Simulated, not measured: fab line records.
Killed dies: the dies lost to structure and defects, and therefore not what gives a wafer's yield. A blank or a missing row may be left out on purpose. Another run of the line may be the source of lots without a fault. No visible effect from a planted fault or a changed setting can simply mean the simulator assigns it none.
Which tool is to blame? | flow gf180mcu | 21 wafers sampled from 7 lots at 1 step of a route of 602

## WHAT THE GAUGES SHOWED, per wafer
GF_V3_THK_MEAS_25: measures by xrf.
lot  | measured     | on           | V3_W_THK (nm)
L989 | day 23 05:31 | filmMetro-03 | 349 347 354
L991 | day 23 18:02 | filmMetro-03 | 352 351 348
L994 | day 24 22:34 | filmMetro-02 | 345 353 349
L996 | day 25 10:02 | filmMetro-03 | 345 346 347
L105 | day 28 13:20 | filmMetro-01 | 348 348 346
L107 | day 28 23:14 | filmMetro-03 | 335 344 349
L109 | day 29 14:53 | filmMetro-01 | 340 343 344

## TOOL THAT RAN EACH LOT (tool first, then ch and the chambers of the sampled wafers, then the start)
No process step before these readings appears in the record.

## THE ANSWER, worked out from the rows above alone
Rule: the usual values come from the lots themselves. The widest of any qualifying gaps counts: lots, ordered by their means at a reading, are off when they make up no more than a third of the lots, leave a main group of 4 or more, and stand apart from it by 3 or more times the standard deviation of that group's means. If all means in a main group match to the digits the tables above print for the reading, that group is not used. Also off: a lot with no number at a reading for which 4 or more lots have one. All remaining lots with rows at the step are treated as sound.
No lot is off on any of the readings shown, so nothing can be concluded from this.

## WHAT THE SIMULATOR PUT IN
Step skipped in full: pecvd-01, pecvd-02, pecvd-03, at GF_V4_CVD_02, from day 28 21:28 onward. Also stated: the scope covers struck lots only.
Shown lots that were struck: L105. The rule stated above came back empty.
